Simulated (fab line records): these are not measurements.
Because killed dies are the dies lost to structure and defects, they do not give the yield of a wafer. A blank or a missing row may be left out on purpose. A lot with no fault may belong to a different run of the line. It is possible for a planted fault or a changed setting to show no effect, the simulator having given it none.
Which tool is to blame?	flow gf180mcu	35 wafers from 12 lots sampled at 6 of the route's 602 steps

== WHAT THE GAUGES SHOWED, per wafer ==
GF_CONTACT_CD_MEAS_14 targets a cd of 220 nm. Usual: cd-nm reads 219.5 nm (standard deviation 1.6).
lot	measured	on	cd-nm (nm)	flag
L504	day 16 01:35	cd-sem-01	217.9 219.0 218.8	
L506	day 16 18:05	cd-sem-01	217.1 217.9 218.7	
L507	day 17 06:04	cd-sem-01	220.5 220.3 219.4	
L508	day 17 13:02	cd-sem-01	216.7 215.3 216.8	
L509	day 17 22:29	cd-sem-02	218.0 216.4 217.0	
L510	day 18 05:52	cd-sem-01	222.8 222.4 223.9	
L511	day 18 16:09	cd-sem-02	219.0 220.6 219.9	
L512	day 19 02:23	cd-sem-02	219.9 219.9 218.3	
L513	day 19 16:52	cd-sem-01	219.5 219.0 220.3	
L514	day 20 02:53	cd-sem-02	221.8 223.0 222.9	
L521	day 22 07:13	cd-sem-01	217.5 218.0	
L525	day 23 13:46	cd-sem-01	221.4 218.9 219.9	

GF_M1_RS_MEAS_05: uses a four-point probe to measure. Usual: M1_ALCU_RS typically reads 0.0695 ohm/sq, with standard deviation 0.00073.
lot	measured	on	M1_ALCU_RS (ohm/sq)	flag
L504	day 16 03:07	film-metro-02	0.0697 0.0692 0.0692	
L506	day 16 19:37	film-metro-01	0.0710 0.0695 0.0700	
L507	day 17 07:35	film-metro-01	0.0696 0.0711 0.0695	
L508	day 17 14:34	film-metro-03	0.0698 0.0702 0.0708	
L509	day 18 00:27	film-metro-03	0.0702 0.0690 0.0706	
L510	day 18 07:23	film-metro-01	0.0702 0.0699 0.0696	
L511	day 18 17:47	film-metro-02	0.0692 0.0685 0.0693	
L512	day 19 04:00	film-metro-01	0.0702 0.0691 0.0702	
L513	day 19 18:25	film-metro-02	0.0690 0.0702 0.0695	
L514	day 20 04:25	film-metro-03	0.0689 0.0679 0.0692	
L521	day 22 08:50	film-metro-02	0.0878 0.0682	OFF
L525	day 23 15:19	film-metro-01	0.0702 0.0696 0.0693	

GF_M1_THK_MEAS_06: measures by xrf. Usual: M1_ALCU_THK typically reads 449 nm, with standard deviation 5.4.
lot	measured	on	M1_ALCU_THK (nm)	flag
L504	day 16 03:13	film-metro-02	448 452 454	
L506	day 16 19:44	film-metro-01	439 447 443	
L507	day 17 07:41	film-metro-01	447 439 449	
L508	day 17 14:40	film-metro-03	450 449 441	
L509	day 18 00:34	film-metro-03	445 453 442	
L510	day 18 07:30	film-metro-01	440 443 447	
L511	day 18 17:52	film-metro-02	452 459 450	
L512	day 19 04:07	film-metro-01	439 445 439	
L513	day 19 18:32	film-metro-02	455 447 450	
L514	day 20 04:32	film-metro-03	454 460 451	
L521	day 22 08:56	film-metro-02	358 461	OFF
L525	day 23 15:26	film-metro-01	444 445 448	

GF_M1_OVL_MEAS_15. Usual: M1_OVL typically reads 3 nm, with standard deviation 5.2.
lot	measured	on	M1_OVL (nm)	flag
L504	day 17 01:23	overlay-02	12 1 1	
L506	day 17 18:27	overlay-02	-4 1 -2	
L507	day 18 06:43	overlay-02	6 5 8	
L508	day 18 14:26	overlay-02	6 0 -3	
L509	day 19 00:53	overlay-01	6 5 3	
L510	day 19 07:53	overlay-01	4 8 -1	
L511	day 19 18:30	overlay-01	-1 -3 -1	
L512	day 20 04:12	overlay-01	9 7 8	
L513	day 20 18:38	overlay-01	4 -6 -3	
L514	day 21 04:15	overlay-01	8 13 10	
L521	day 23 07:50	overlay-01	-5 2	
L525	day 24 13:56	overlay-02	-4 0 -4	

== WHICH TOOL RAN EACH LOT (tool, then ch and the chambers of the sampled wafers, then the start) ==
lot	GF_M1_SPUTTER_00	GF_M1_SPUTTER_02
L504	pvd-sputter-04, day 16 02:52	pvd-sputter-04, day 16 03:00
L506	pvd-sputter-03, day 16 19:22	pvd-sputter-03, day 16 19:31
L507	pvd-sputter-01, day 17 07:20	pvd-sputter-01, day 17 07:28
L508	pvd-sputter-04, day 17 14:19	pvd-sputter-04, day 17 14:27
L509	pvd-sputter-04, day 18 00:14	pvd-sputter-04, day 18 00:22
L510	pvd-sputter-03, day 18 07:10	pvd-sputter-03, day 18 07:17
L511	pvd-sputter-01, day 18 17:30	pvd-sputter-01, day 18 17:38
L512	pvd-sputter-01, day 19 03:46	pvd-sputter-01, day 19 03:53
L513	pvd-sputter-04, day 19 18:11	pvd-sputter-04, day 19 18:19
L514	pvd-sputter-04, day 20 04:11	pvd-sputter-04, day 20 04:19
L521	pvd-sputter-01, day 22 08:33	pvd-sputter-01, day 22 08:41
L525	pvd-sputter-04, day 23 15:06	pvd-sputter-04, day 23 15:14
- GF_M1_SPUTTER_00: material Ti, target thk 37.5 nm, time 150 s.
- GF_M1_SPUTTER_02: material AlCu, target thk 450 nm, time 23.9 s.

== AS READ BY THE TOOLS THEMSELVES (means over the sampled wafers that have a number; for cases with no such wafer, the mark the record gives instead) ==
GF_M1_SPUTTER_00. Usual: cathode-dc-power-W 4000.0 W, standard deviation 0.74; throttle-valve-pct 30.3 %, standard deviation 0.75.
lot	tool	cathode-dc-power-W (W)	throttle-valve-pct (%)	flag
L504	pvd-sputter-04	3999.8	30.2	
L506	pvd-sputter-03	3999.9	29.4	
L507	pvd-sputter-01	4000.0	30.5	
L508	pvd-sputter-04	4000.0	30.4	
L509	pvd-sputter-04	3999.6	30.2	
L510	pvd-sputter-03	4000.3	28.9	
L511	pvd-sputter-01	3999.9	30.4	
L512	pvd-sputter-01	3999.3	30.6	
L513	pvd-sputter-04	3999.9	30.8	
L514	pvd-sputter-04	4000.1	30.9	
L521	pvd-sputter-01	3999.5	30.8	
L525	pvd-sputter-04	4000.3	30.7	

GF_M1_SPUTTER_02. Usual: cathode-dc-power-W 10600 W, standard deviation 2.1; throttle-valve-pct 30.3 %, standard deviation 0.75.
lot	tool	cathode-dc-power-W (W)	throttle-valve-pct (%)	flag
L504	pvd-sputter-04	10600	30.4	
L506	pvd-sputter-03	10599	29.4	
L507	pvd-sputter-01	10599	30.6	
L508	pvd-sputter-04	10601	30.3	
L509	pvd-sputter-04	10600	30.3	
L510	pvd-sputter-03	10602	28.8	
L511	pvd-sputter-01	10600	30.5	
L512	pvd-sputter-01	10601	30.5	
L513	pvd-sputter-04	10599	30.7	
L514	pvd-sputter-04	10599	30.7	
L521	pvd-sputter-01	10600	30.6	
L525	pvd-sputter-04	10601	30.6	

== THE ANSWER, worked out from the rows above alone ==
Rule: a lot is off if the mean of its wafers that have a number lies more than 3 standard deviations from the usual mean. Also off: a lot with no number at a reading for which 4 or more lots have one. Any other lot the step has rows for is counted as sound. First the gauges in route order, then the tools' own readings, where a lot's mean is used as printed above. At the first step where some lot is off, the reading lying furthest off is the one used; lots without a number count as furthest.
Off: L521, seen at GF_M1_RS_MEAS_05 (M1_ALCU_RS).
If a tool, at a process step before that reading, ran all the lots that are off and no sound lot after the first of them, it fits. Gauges at GF_M1_RS_MEAS_05: tried the same way as those tools. Can't be told from this: 2 tools fit, pvd-sputter-01 at GF_M1_SPUTTER_00 and GF_M1_SPUTTER_02, film-metro-02 at GF_M1_RS_MEAS_05.

== WHAT THE SIMULATOR PUT IN ==
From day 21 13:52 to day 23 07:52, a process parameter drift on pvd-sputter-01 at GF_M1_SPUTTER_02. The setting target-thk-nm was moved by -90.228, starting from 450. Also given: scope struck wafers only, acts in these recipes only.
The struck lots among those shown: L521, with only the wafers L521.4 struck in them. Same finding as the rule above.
